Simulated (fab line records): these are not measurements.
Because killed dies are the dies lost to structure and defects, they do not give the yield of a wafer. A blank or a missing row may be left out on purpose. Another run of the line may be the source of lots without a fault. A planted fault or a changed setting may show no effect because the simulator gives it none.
fab line records ; flow sky130
[record] lots = 6; wafers = 16; last_day = 50
route steps=708 shown VT_ADJUST_LVTN@109 VT_ADJUST_NCORE@119 PAD_OPEN@708
lots that met no fault: from a run of the same line without faults
start_h: start of the lot's first displayed wafer, in hours after the record's first day ; wait_h: how many hours have passed since the lot's step before this one ; " repeats the value in the row above ; L1.1+2: several wafers, shown together as one row ; - no value present, or no start provided ; * or withheld: withheld ; < > ~ a bound
route shown NAME@n: NAME is a module with steps in the file, n the number in the route of the first one ; usual: mean/standard deviation of fault-free wafers ; same: alike in all rows ; chamber/n: place in a boat ; sites: readings site by site ; _std_site: how widely they spread, as a standard deviation ; _edge_site: outer sites' mean less inner sites' ; radius_mm: for every site, how far away it sits from the centre of the wafer ; mask NAME#n: copy n ; behind: the tool/chamber that last shaped the wafer ; hold: why the lot went on hold/how many hours it stayed there/how the hold came to an end ; device: transistor that didn't switch, given as n, p or np ; end of line: tests run on the same wafers once the route is complete ; a step without rows: its recipe alone ; killed: count of dies lost to structure and defects at first sort (not the wafer's yield) ; map: shows each die of a wafer: x if killed, . if not, _ if none is there
set.NAME: setting as actually run; set.NAME@STEP: the setting as run at that earlier step ; model.NAME: the simulator's own value behind a step, which no gauge read
certain route steps with their lots: each step a table, each wafer a row
services: from which hour (start_h, from the record's first day; less than 0 if before it) a tool's chamber was out of use, for how many hours, and why
[[steps]]
[step SKY_VT_ADJUST_LVTN_HMDS_12]
[recipe] prime_time_s = 60; prime_temp_c = 120
[step SKY_VT_ADJUST_LVTN_COAT_13]
[recipe] resist = NOVOLAK; spin_rpm = 3000; resist_thk_nm = 1140
[step SKY_VT_ADJUST_LVTN_SOFTBAKE_14]
[recipe] temp_c = 90; time_s = 60; resist = NOVOLAK
[step SKY_VT_ADJUST_LVTN_EXPOSE_15]
[recipe] mask_id = HVN_STD_DERIVED; na = 0.6; source_shape = conventional; sigma_outer = 0.6; polarization = unpolarized; target_cd_nm = 600; dose_mj = 163
[step SKY_VT_ADJUST_LVTN_PEB_16]
[recipe] temp_c = withheld; time_s = *; resist = NOVOLAK
[step SKY_VT_ADJUST_LVTN_DEVELOP_17]
[recipe] resist = NOVOLAK; developer = TMAH; develop_time_s = 60; dev_temp_c = 23
[step SKY_VT_ADJUST_LVTN_OVL_MEAS_18]
[usual] VT_ADJUST_LVTN_01_OVL = 0.7/1.2
lot.wafer;tool;chamber;start_h;wait_h;VT_ADJUST_LVTN_01_OVL[nm]
L967.3;overlay-01;-;227.33;0.1;1.1
L967.5;overlay-01;-;227.33;0.1;0.6
L967.6;overlay-01;-;227.33;0.1;2.4
L968.1;overlay-02;-;233.02;0.1;2.5
L968.4;overlay-02;-;233.02;0.1;-0.4
L968.6;overlay-02;-;233.02;0.1;1.1
L969.1;overlay-01;-;236.22;0.1;-0.7
L969.5;overlay-01;-;236.22;0.1;-0.3
L969.6;overlay-01;-;236.22;0.1;0.1
L973.2;overlay-02;-;266.62;0.1;3.4
L973.5;overlay-02;-;266.62;0.1;0.5
L975.3;overlay-01;-;280.88;0.1;-1.9
L975.4;overlay-01;-;280.88;0.1;-0.2
L978.1;overlay-02;-;304.01;0.1;1.5
L978.3;overlay-02;-;304.01;0.1;0.7
L978.5;overlay-02;-;304.01;0.1;1.1
[step SKY_VT_ADJUST_LVTN_IMPLANT_19]
[recipe] species = B; energy_kev = 30; dose_cm2 = 6.5e+11; tilt_deg = withheld
[step SKY_VT_ADJUST_LVTN_STRIP_20]
[recipe] chemistry = O2/N2; power_w = 1400; pressure_mtorr = 1500; platen_temp_c = withheld; o2_flow_sccm = 3000; n2_flow_sccm = 300; overash_fraction = 0.5
[usual] drypump_motor_current_A = 5.8/0.6; oes_product_au = 0.716/0.0043; strip_time_to_endpoint_s = 14.16/0.034
lot.wafer;tool;chamber;start_h;wait_h;drypump_motor_current_A;oes_product_au;rf_hours_counter_h;strip_time_to_endpoint_s
L967.3;plasma_asher-04;1;227.54;0.1;5.0;0.717;-;14.14
L967.5;plasma_asher-04;1;227.54;0.1;5.0;0.711;-;14.09
L967.6;plasma_asher-04;0;227.54;0.1;6.7;0.724;-;14.09
L968.1;plasma_asher-04;0;233.20;0.1;6.7;0.711;41;14.15
L968.4;plasma_asher-04;0;233.20;0.1;6.7;0.719;-;14.10
L968.6;plasma_asher-04;0;233.20;0.1;6.7;0.719;-;14.14
L969.1;plasma_asher-01;1;236.40;0.1;5.3;0.715;13;14.10
L969.5;plasma_asher-01;1;236.40;0.1;5.3;0.715;-;14.13
L969.6;plasma_asher-01;0;236.40;0.1;6.0;0.715;-;14.11
L973.2;plasma_asher-04;0;266.80;0.1;6.7;0.714;45;14.18
L973.5;plasma_asher-04;0;266.80;0.1;6.7;0.723;-;14.22
L975.3;plasma_asher-04;0;281.09;0.1;6.7;0.720;-;14.14
L975.4;plasma_asher-04;1;281.09;0.1;5.0;0.714;-;14.13
L978.1;plasma_asher-03;1;304.20;0.1;5.8;0.711;59;14.18
L978.3;plasma_asher-03;1;304.20;0.1;5.8;0.716;-;14.22
L978.5;plasma_asher-03;0;304.20;0.1;6.2;0.715;-;14.20
[step SKY_VT_ADJUST_LVTN_TW_MEAS_21]
[usual] VT_ADJUST_LVTN_2_TW = 188.9/1.1
lot.wafer;tool;chamber;start_h;wait_h;VT_ADJUST_LVTN_2_TW
L967.3;film_metro-02;-;227.63;0.1;190.0
L967.5;film_metro-02;-;227.63;0.1;190.4
L967.6;film_metro-02;-;227.63;0.1;189.9
L968.1;film_metro-02;-;233.30;0.1;188.9
L968.4;film_metro-02;-;233.30;0.1;190.1
L968.6;film_metro-02;-;233.30;0.1;188.9
L969.1;film_metro-04;-;236.50;0.1;189.0
L969.5;film_metro-04;-;236.50;0.1;188.9
L969.6;film_metro-04;-;236.50;0.1;188.6
L973.2;film_metro-03;-;266.91;0.1;188.4
L973.5;film_metro-03;-;266.91;0.1;189.0
L975.3;film_metro-02;-;281.18;0.1;188.9
L975.4;film_metro-02;-;281.18;0.1;189.7
L978.1;film_metro-04;-;304.30;0.1;189.7
L978.3;film_metro-04;-;304.30;0.1;189.5
L978.5;film_metro-04;-;304.30;0.1;189.8
[step SKY_VT_ADJUST_NCORE_DEHYDRATE_00]
[recipe] temp_c = 200; time_s = 60
[step SKY_VT_ADJUST_NCORE_HMDS_01]
[recipe] prime_time_s = 60; prime_temp_c = 120
[step SKY_VT_ADJUST_NCORE_COAT_02]
[recipe] resist = NOVOLAK; spin_rpm = 3000; resist_thk_nm = 1140
[usual] dispense_pressure_kPa = 50/4.4; spin_speed_rpm = 3000.2/1.9
lot.wafer;tool;chamber;start_h;wait_h;dispense_pressure_kPa;spin_speed_rpm;model.NOVOLAK_of_VT_ADJUST_NCORE_COAT_02.thk_nm
L967.3;litho_track-02;0;238.57;0.1;54;3003.1;1139
L967.5;litho_track-02;0;238.57;0.1;54;3005.7;1142
L967.6;litho_track-02;0;238.57;0.1;54;2999.4;1139
L968.1;litho_track-04;0;243.47;0.1;44;2998.3;1141
L968.4;litho_track-04;0;243.47;0.1;44;3000.7;1141
L968.6;litho_track-04;0;243.47;0.1;44;3001.8;1139
L969.1;litho_track-02;0;247.12;0.1;54;2996.8;1137
L969.5;litho_track-02;0;247.12;0.1;54;3001.0;1139
L969.6;litho_track-02;0;247.12;0.1;54;2999.1;1139
L973.2;litho_track-02;0;278.75;0.1;54;2999.7;1139
L973.5;litho_track-02;0;278.75;0.1;54;2997.7;1067
L975.3;litho_track-02;0;293.32;0.1;54;2997.7;1141
L975.4;litho_track-02;0;293.32;0.1;54;3001.2;1071
L978.1;litho_track-04;0;316.61;0.1;44;3000.4;1139
L978.3;litho_track-04;0;316.61;0.1;44;2997.5;1137
L978.5;litho_track-04;0;316.61;0.1;44;3000.3;1137
[step SKY_VT_ADJUST_NCORE_SOFTBAKE_03]
[recipe] temp_c = 90; time_s = 60; resist = NOVOLAK
[step SKY_VT_ADJUST_NCORE_EXPOSE_04]
[recipe] mask_id = LVTN_COMPLEMENT_THIN; na = 0.6; source_shape = conventional; sigma_outer = 0.6; polarization = unpolarized; target_cd_nm = 380; dose_mj = 139
[step SKY_VT_ADJUST_NCORE_PEB_05]
[recipe] temp_c = withheld; time_s = *; resist = NOVOLAK
[step SKY_VT_ADJUST_NCORE_DEVELOP_06]
[recipe] resist = NOVOLAK; developer = TMAH; develop_time_s = 60; dev_temp_c = 23
[usual] developer_temp_C = 23.00/0.1
lot.wafer;tool;chamber;start_h;wait_h;developer_temp_C;model.NOVOLAK_of_VT_ADJUST_NCORE_COAT_02.thk_nm
L967.3;litho_track-04;0;249.67;0.1;23.09;1139
L967.5;litho_track-04;0;249.67;0.1;23.14;1141
L967.6;litho_track-04;0;249.67;0.1;22.89;1138
L968.1;litho_track-02;0;255.27;0.1;23.18;1140
L968.4;litho_track-02;0;255.27;0.1;22.97;1140
L968.6;litho_track-02;0;255.27;0.1;23.00;1139
L969.1;litho_track-04;0;259.37;0.1;22.88;1137
L969.5;litho_track-04;0;259.37;0.1;23.11;1139
L969.6;litho_track-04;0;259.37;0.1;22.97;1139
L973.2;litho_track-02;0;291.55;0.1;23.03;1138
L973.5;litho_track-02;0;291.55;0.1;23.01;1067
L975.3;litho_track-01;0;305.20;0.1;22.91;1141
L975.4;litho_track-01;0;305.20;0.1;23.11;1070
L978.1;litho_track-04;0;329.86;0.1;22.98;1139
L978.3;litho_track-04;0;329.86;0.1;23.00;1136
L978.5;litho_track-04;0;329.86;0.1;23.00;1136
[step SKY_VT_ADJUST_NCORE_CD_MEAS_07]
[recipe] target_cd_nm = 380
[usual] cd_nm = 380.0/2.6
lot.wafer;tool;chamber;start_h;wait_h;hold;cd_nm
L967.3;cd_sem-01;-;249.81;0.1;-;382.0
L967.5;cd_sem-01;-;249.81;0.1;-;383.7
L967.6;cd_sem-01;-;249.81;0.1;-;383.0
L968.1;cd_sem-02;-;255.42;0.1;-;384.0
L968.4;cd_sem-02;-;255.42;0.1;-;383.3
L968.6;cd_sem-02;-;255.42;0.1;-;383.6
L969.1;cd_sem-02;-;259.52;0.1;-;382.2
L969.5;cd_sem-02;-;259.52;0.1;-;383.1
L969.6;cd_sem-02;-;259.52;0.1;-;385.9
L973.2;cd_sem-01;-;291.69;0.1;await_dispo/0.2h/release;383.7
L973.5;cd_sem-01;-;291.69;0.1;await_dispo/0.2h/release;392.0
L973.2;cd_sem-01;-;291.98;0.3;-;383.7
L973.5;cd_sem-01;-;291.98;0.3;-;391.7
L975.3;cd_sem-02;-;305.34;0.1;-;381.9
L975.4;cd_sem-02;-;305.34;0.1;-;388.5
L978.1;cd_sem-02;-;330.01;0.1;-;378.0
L978.3;cd_sem-02;-;330.01;0.1;-;378.8
L978.5;cd_sem-02;-;330.01;0.1;-;381.2
[step SKY_VT_ADJUST_NCORE_OVL_MEAS_08]
[usual] VT_ADJUST_NCORE_OVL = 2.1/1.4
lot.wafer;tool;chamber;start_h;wait_h;hold;VT_ADJUST_NCORE_OVL[nm]
L967.3;overlay-01;-;249.90;0.1;-;1.9
L967.5;overlay-01;-;249.90;0.1;-;3.8
L967.6;overlay-01;-;249.90;0.1;-;3.4
L968.1;overlay-01;-;255.54;0.1;-;2.4
L968.4;overlay-01;-;255.54;0.1;-;5.5
L968.6;overlay-01;-;255.54;0.1;-;4.2
L969.1;overlay-02;-;259.64;0.1;-;1.3
L969.5;overlay-02;-;259.64;0.1;-;0.9
L969.6;overlay-02;-;259.64;0.1;-;-1.3
L973.2;overlay-02;-;294.87;2.9;await_dispo/2.8h/release;2.8
L973.5;overlay-02;-;294.87;2.9;await_dispo/2.8h/release;1.6
L975.3;overlay-01;-;305.43;0.1;-;2.6
L975.4;overlay-01;-;305.43;0.1;-;3.0
L978.1;overlay-01;-;330.13;0.1;-;2.4
L978.3;overlay-01;-;330.13;0.1;-;2.7
L978.5;overlay-01;-;330.13;0.1;-;1.6
[step SKY_VT_ADJUST_NCORE_IMPLANT_09]
[recipe] species = B; energy_kev = 10; dose_cm2 = 2.4e+12; tilt_deg = withheld
[step SKY_VT_ADJUST_NCORE_STRIP_10]
[recipe] chemistry = O2/N2; power_w = 1400; pressure_mtorr = 1500; platen_temp_c = withheld; o2_flow_sccm = 3000; n2_flow_sccm = 300; overash_fraction = 0.5
[usual] drypump_motor_current_A = 5.9/0.6; oes_product_au = 0.715/0.0044; strip_time_to_endpoint_s = 14.17/0.034
lot.wafer;tool;chamber;start_h;wait_h;drypump_motor_current_A;oes_product_au;rf_hours_counter_h;strip_time_to_endpoint_s
L967.3;plasma_asher-04;0;250.10;0.1;6.7;0.720;-;14.16
L967.5;plasma_asher-04;1;250.10;0.1;5.0;0.713;-;14.20
L967.6;plasma_asher-04;0;250.10;0.1;6.7;0.715;-;14.17
L968.1;plasma_asher-03;0;255.73;0.1;6.1;0.715;54;14.16
L968.4;plasma_asher-03;0;255.73;0.1;6.1;0.719;-;14.16
L968.6;plasma_asher-03;1;255.73;0.1;5.8;0.716;-;14.18
L969.1;plasma_asher-03;0;259.82;0.1;6.1;0.720;54;14.16
L969.5;plasma_asher-03;1;259.82;0.1;5.8;0.721;-;14.15
L969.6;plasma_asher-03;0;259.82;0.1;6.2;0.718;-;14.18
L973.2;plasma_asher-04;1;295.18;0.2;5.0;0.706;47;14.14
L973.5;plasma_asher-04;0;295.18;0.2;6.7;0.715;-;13.33
L975.3;plasma_asher-04;0;305.64;0.1;6.7;0.712;-;14.19
L975.4;plasma_asher-04;1;305.64;0.1;5.0;0.713;-;13.36
L978.1;plasma_asher-02;0;330.32;0.1;5.6;0.713;64;14.18
L978.3;plasma_asher-02;0;330.32;0.1;5.7;0.712;-;14.14
L978.5;plasma_asher-02;1;330.32;0.1;5.7;0.714;-;14.14
[step SKY_VT_ADJUST_NCORE_TW_MEAS_11]
[usual] VT_ADJUST_NCORE_TW = 219.9/1.4
lot.wafer;tool;chamber;start_h;wait_h;VT_ADJUST_NCORE_TW
L967.3;film_metro-01;-;250.19;0.1;217.7
L967.5;film_metro-01;-;250.19;0.1;216.5
L967.6;film_metro-01;-;250.19;0.1;218.2
L968.1;film_metro-04;-;255.83;0.1;220.9
L968.4;film_metro-04;-;255.83;0.1;219.7
L968.6;film_metro-04;-;255.83;0.1;219.3
L969.1;film_metro-01;-;259.92;0.1;217.5
L969.5;film_metro-01;-;259.92;0.1;217.5
L969.6;film_metro-01;-;259.92;0.1;216.9
L973.2;film_metro-01;-;295.29;0.1;217.1
L973.5;film_metro-01;-;295.29;0.1;218.9
L975.3;film_metro-02;-;305.73;0.1;222.3
L975.4;film_metro-02;-;305.73;0.1;221.6
L978.1;film_metro-01;-;330.42;0.1;219.1
L978.3;film_metro-01;-;330.42;0.1;219.4
L978.5;film_metro-01;-;330.42;0.1;218.9
[step SKY_PAD_OPEN_PROBE_99]
[usual] killed_at_M0_to_M3 = 42/6.1; killed_at_M4_up = 3.3/1.7; killed_at_contacts = 25/5.4; killed_at_front_end = 16/4.6; killed_at_other = 0.4/0.55; killed_dies = 87/8.8; killed_on_rim = 18/3.6; killed_open = 47/7.1; killed_short = 40/5.8
[same] gross_dies = 492; killed_at_back_side = 0
lot.wafer;tool;chamber;start_h;wait_h;hold;killed_at_M0_to_M3;killed_at_M4_up;killed_at_contacts;killed_at_front_end;killed_at_other;killed_dies;killed_on_rim;killed_open;killed_short
L967.3;prober-02;-;1131.65;0.2;-;32;3;17;16;0;68;15;38;30
L967.5;prober-02;-;1131.75;0.2;-;39;2;35;23;0;99;17;60;39
L967.6;prober-02;-;1131.80;0.2;-;39;8;26;14;0;87;20;45;41
L968.1;prober-02;-;1138.55;0.1;-;45;4;35;19;1;104;20;58;45
L968.4;prober-02;-;1138.70;0.2;-;52;0;34;9;0;95;18;55;40
L968.6;prober-02;-;1138.80;0.2;-;50;5;20;17;0;92;20;50;42
L969.1;prober-02;-;1138.85;0.2;-;37;2;21;10;0;70;12;34;36
L969.5;prober-02;-;1139.05;0.3;-;45;6;28;10;0;89;16;53;36
L969.6;prober-02;-;1139.10;0.4;-;42;3;31;13;0;89;23;40;49
L973.2;prober-01;-;1156.46;0.1;await_dispo/2.1h/release;37;6;34;16;0;93;19;53;40
L973.5;prober-01;-;1156.61;0.2;await_dispo/2.1h/release;44;2;23;18;0;87;16;57;30
L975.3;prober-02;-;1162.10;0.2;await_dispo/2.4h/release;43;2;26;17;0;88;20;36;51
L975.4;prober-02;-;1162.15;0.2;await_dispo/2.4h/release;38;2;27;19;1;87;16;49;37
L978.1;prober-01;-;1188.45;0.1;-;45;4;28;19;0;96;17;53;43
L978.3;prober-01;-;1188.55;0.2;-;40;2;29;13;0;84;15;48;36
L978.5;prober-01;-;1188.65;0.2;-;38;6;26;9;1;80;14;40;40
// killed by level:class
L967.3 LI_CONTACT:geometric_particle:open=9 VIA1:geometric_particle:open=8 VIA3:geometric_particle:open=7 FIELD_ISO:geometric_particle:short=6 POLY_GATE:geometric_particle:short=5 CONTACT:geometric_particle:open=5 METAL1:geometric_particle:short=4 METAL2:geometric_particle:short=4
L967.5 CONTACT:geometric_particle:open=14 LI_CONTACT:geometric_particle:open=9 METAL2:geometric_particle:short=9 VIA1:geometric_particle:open=7 VIA3:geometric_particle:open=7 FIELD_ISO:geometric_particle:open=6 FIELD_ISO:geometric_particle:short=5 LI_CONTACT:geometric_particle:short=5
L967.6 VIA3:geometric_particle:open=9 LI_CONTACT:geometric_particle:open=7 CONTACT:geometric_particle:open=6 CONTACT:geometric_particle:short=6 METAL1:geometric_particle:short=6 METAL4:geometric_particle:short=5 VIA1:geometric_particle:short=4 VIA1:geometric_particle:open=4
L968.1 VIA1:geometric_particle:open=13 CONTACT:geometric_particle:short=10 LI_CONTACT:geometric_particle:open=10 CONTACT:geometric_particle:open=9 VIA3:geometric_particle:open=6 FIELD_ISO:geometric_particle:open=5 POLY_GATE:geometric_particle:open=5 VIA2:geometric_particle:open=5
L968.4 CONTACT:geometric_particle:open=15 VIA1:geometric_particle:short=9 VIA2:geometric_particle:open=8 LI_CONTACT:geometric_particle:open=7 VIA1:geometric_particle:open=7 METAL1:geometric_particle:short=6 VIA3:geometric_particle:open=6 LOCAL_INTERCONNECT:geometric_particle:short=5
L968.6 VIA1:geometric_particle:open=10 CONTACT:geometric_particle:open=9 METAL1:geometric_particle:short=8 METAL2:geometric_particle:short=8 VIA2:geometric_particle:open=7 FIELD_ISO:geometric_particle:open=6 LI_CONTACT:geometric_particle:open=5 METAL4:geometric_particle:short=5
L969.1 METAL2:geometric_particle:short=8 CONTACT:geometric_particle:open=8 VIA1:geometric_particle:open=7 VIA3:geometric_particle:open=6 LI_CONTACT:geometric_particle:open=5 LOCAL_INTERCONNECT:geometric_particle:short=4 METAL3:geometric_particle:short=4 FIELD_ISO:geometric_particle:short=3
L969.5 VIA1:geometric_particle:open=15 VIA1:geometric_particle:short=7 VIA3:geometric_particle:open=7 CONTACT:geometric_particle:open=7 LI_CONTACT:geometric_particle:open=6 LOCAL_INTERCONNECT:geometric_particle:short=6 CONTACT:geometric_particle:short=5 VIA2:geometric_particle:open=5
L969.6 VIA1:geometric_particle:open=13 CONTACT:geometric_particle:open=9 METAL2:geometric_particle:short=9 VIA1:geometric_particle:short=9 LI_CONTACT:geometric_particle:short=7 LI_CONTACT:geometric_particle:open=5 CONTACT:geometric_particle:short=5 POLY_GATE:geometric_particle:open=4
L973.2 CONTACT:geometric_particle:open=12 LI_CONTACT:geometric_particle:open=9 CONTACT:geometric_particle:short=8 VIA1:geometric_particle:open=8 FIELD_ISO:geometric_particle:open=7 VIA1:geometric_particle:short=5 VIA3:geometric_particle:open=5 METAL4:geometric_particle:short=5
L973.5 VIA1:geometric_particle:open=11 CONTACT:geometric_particle:open=10 LI_CONTACT:geometric_particle:open=8 VIA3:geometric_particle:open=8 FIELD_ISO:geometric_particle:open=7 VIA2:geometric_particle:open=6 METAL2:geometric_particle:short=5 VIA1:geometric_particle:short=4
L975.3 METAL1:geometric_particle:short=11 CONTACT:geometric_particle:short=9 VIA1:geometric_particle:open=9 VIA1:geometric_particle:short=8 CONTACT:geometric_particle:open=7 LI_CONTACT:geometric_particle:short=5 METAL2:geometric_particle:short=5 FIELD_ISO:geometric_particle:short=4
L975.4 CONTACT:geometric_particle:open=10 VIA1:geometric_particle:open=10 POLY_GATE:geometric_particle:short=7 LI_CONTACT:geometric_particle:open=7 VIA3:geometric_particle:open=6 VIA2:geometric_particle:open=5 POLY_GATE:geometric_particle:open=4 LOCAL_INTERCONNECT:geometric_particle:short=4
L978.1 CONTACT:geometric_particle:open=9 VIA3:geometric_particle:open=9 VIA1:geometric_particle:open=8 LOCAL_INTERCONNECT:geometric_particle:short=7 METAL1:geometric_particle:short=6 POLY_GATE:geometric_particle:open=6 VIA2:geometric_particle:open=6 LI_CONTACT:geometric_particle:open=5
L978.3 CONTACT:geometric_particle:open=13 VIA1:geometric_particle:open=11 LI_CONTACT:geometric_particle:open=6 VIA3:geometric_particle:open=6 CONTACT:geometric_particle:short=5 METAL1:geometric_particle:short=5 VIA2:geometric_particle:open=4 LOCAL_INTERCONNECT:geometric_particle:short=3
L978.5 VIA1:geometric_particle:open=9 CONTACT:geometric_particle:open=8 VIA1:geometric_particle:short=8 VIA2:geometric_particle:open=8 LI_CONTACT:geometric_particle:open=5 CONTACT:geometric_particle:short=5 METAL4:geometric_particle:short=5 LOCAL_INTERCONNECT:geometric_particle:short=4
// map L973.2 (x killed, . not)
__________.x.x..x..._________
________.x.x.x...x...._______
______.........xxxxx...._____
_____x.....x.x.xx..xx..x.____
____.................x....___
___x.........x....x........__
__........x...x............._
_.x....x...x.....x....x......
_x....x.xx....x....x.xxx.....
_..x.x..........x........x...
_......x....x..x.....x.....x.
_.......x...x.x...x.....x....
_.x..xx..x.x................x
_.................x.......xx.
_....x..x...........x....x...
__..x...xxx........x......x._
___x.....x......xx...x.x...__
____.....x...............x___
_____..........x.........____
______x...x...xx......x._____
________....x.....x.x._______
__________.x....x..x_________
// map L975.3 (x killed, . not)
__________......x..x_________
________...........x.._______
______.........x........_____
_____xxx........x.xx...x.____
____.x.x.....xx...........___
___.............x.x.......x__
__..xxx.x.......x.x.....x.x._
_x........x..x....x.......xx.
_....x..x...........x......x.
_x..x..x...x.................
_.......x.....xx....x........
_x...x....xx..x.x....xx......
_..........x.....x...........
_....x...xx............xx....
_..x..x..x....x...x....x.....
__x................x........_
___.........xx.........x.xx__
____.x.x....xx.x......x...___
_____.x.........xx.x.....____
______......x.x..x...x.._____
________....x........._______
__________......x..._________
[[services]]
tool;chamber;start_h;hours;kind
plasma_asher-01;-;260.79;1.0;repair
litho_track-02;-;309.27;-;consumable_replace:filter
plasma_asher-01;-;310.17;1.4;repair
[[key]]
[first_sign] step = SKY_VT_ADJUST_NCORE_CD_MEAS_07; reading = visit; direction = added
[effect] step = SKY_VT_ADJUST_NCORE_CD_MEAS_07; reading = cd_nm; direction = up; sigmas = 3.9; usual = 380.0; struck = 390.2
[effect] step = SKY_VT_ADJUST_NCORE_STRIP_10; reading = strip_time_to_endpoint_s; direction = down; sigmas = 24; usual = *; struck = *
[effect] step = SKY_PAD_OPEN_PROBE_99; reading = hold; direction = added
[model_effect] step = SKY_VT_ADJUST_NCORE_COAT_02; value = NOVOLAK_of_VT_ADJUST_NCORE_COAT_02.thk_nm; without = 1136; struck = 1069
[model_effect] step = SKY_VT_ADJUST_NCORE_DEVELOP_06; value = NOVOLAK_of_VT_ADJUST_NCORE_COAT_02.thk_nm; without = 1135; struck = 1069
met_at SKY_VT_ADJUST_NCORE_COAT_02
struck_wafers L973.5,L975.4
tester_left_out L973,L975
onset_between 247.12 278.75
[fault] kind = process_parameter_drift; tool = litho_track-02; chamber = -; onset_h = 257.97; steps = SKY_VT_ADJUST_NCORE_COAT_02; channel = resist_thk_nm; offset = -66.836; shape = step; end_h = 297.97; scope = struck_wafers_only; acts_in = these_recipes_only; stated = 1140
// tester_left_out: of these lots the tester's yield and bins aren't shown, on N5 and GAA mostly nor the transistor test; their killed dies are dies lost to structure and defects alone, not to doping, threshold or leakage, so they don't give the yield
